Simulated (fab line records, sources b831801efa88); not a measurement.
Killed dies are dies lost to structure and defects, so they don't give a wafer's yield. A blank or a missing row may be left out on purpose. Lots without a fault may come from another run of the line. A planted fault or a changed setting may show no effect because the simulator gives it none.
Problem report in the 8D (eight disciplines) form, filled by code | flow sky130 | the parts of the form that need people (team, actions taken, sign-off) are left out

1. THE PROBLEM
oes_product_au at SKY_FIELD_ISO_ETCH_17 reads a mean of 0.814 a.u. on 3 wafers of 2 lots; wafers without a fault read 1.003 a.u. with a standard deviation of 0.0091. That is -21 standard deviations from the usual mean.
The step: etches Si in HBr/Cl2/O2, target depth 342 nm, time 97.7 s.
First seen on wafer L399.4, day 6 02:32, on rie_si-02. The record holds 40 wafers of 14 lots with a number at this step. Rule for "out", or "out of limits": more than 4 standard deviations from the usual mean. The other wafers with a number count as sound.

2. WHAT IT IS AND WHAT IT IS NOT
question                    | is                                 | is not
which readings at this step | oes_product_au, throttle_valve_pct | drypump_motor_current_A
which lots                  | L399, L402                         | L381, L382, L383, L384, L386, L387, L388, L389, L390, L391, L392, L393
which wafers of those lots  | L399.4, L399.6, L402.6             | L402.5
read on which tools         | rie_si-02                          | rie_si-01
when                        | from day 6 02:32                   | up to then (36 sound wafers); but 1 sound wafer of L402 came after

3. SUSPECTS, AND WHAT RULES EACH OUT
Counting: a tool at a process step up to the reading stays a suspect if it ran every lot that is out. Sound lots after the first of them don't rule it out here, since some wafers of a struck lot are sound.
- rie_si-02 at SKY_FIELD_ISO_ETCH_17 (etches Si in HBr/Cl2/O2, target depth 342 nm, time 97.7 s): kept. It ran every lot that is out, first L399 (day 6 02:32); its last sound lot up to then is L392 (day 4 19:08). Its own readings are out on those wafers: oes_product_au, throttle_valve_pct.
Left after counting: rie_si-02 at SKY_FIELD_ISO_ETCH_17.

4. THE CAUSE (what the simulator had put in)
Process parameter drift: rie_si-02, from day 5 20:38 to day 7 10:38, at SKY_FIELD_ISO_ETCH_17. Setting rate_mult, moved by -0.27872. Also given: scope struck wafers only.
Counting left only this tool.

5. THE CHAIN OF EFFECTS, in route order
Each row: a reading whose mean over the struck wafers that have a number lies more than 3 standard deviations from the usual. Only readings for which the record gives a usual standard deviation are gone through. hours: the time from each lot's start at the first step in this table that gives one to its start at this step, as a median over the lots. sigmas: the change in usual standard deviations.
hours | step                  | reading            | usual      | on struck wafers | change | sigmas
0     | SKY_FIELD_ISO_ETCH_17 | oes_product_au     | 1.003 a.u. | 0.814            | -0.189 | -21
0     | SKY_FIELD_ISO_ETCH_17 | throttle_valve_pct | 25.653 %   | 25.778           | +0.125 | +13
The process steps in it:
- SKY_FIELD_ISO_ETCH_17: etches Si in HBr/Cl2/O2, target depth 342 nm, time 97.7 s.

6. WHAT WOULD HAVE CAUGHT IT SOONER
In this record the first reading out of limits was taken at day 6 02:32, 6 hours after the fault began at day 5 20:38.
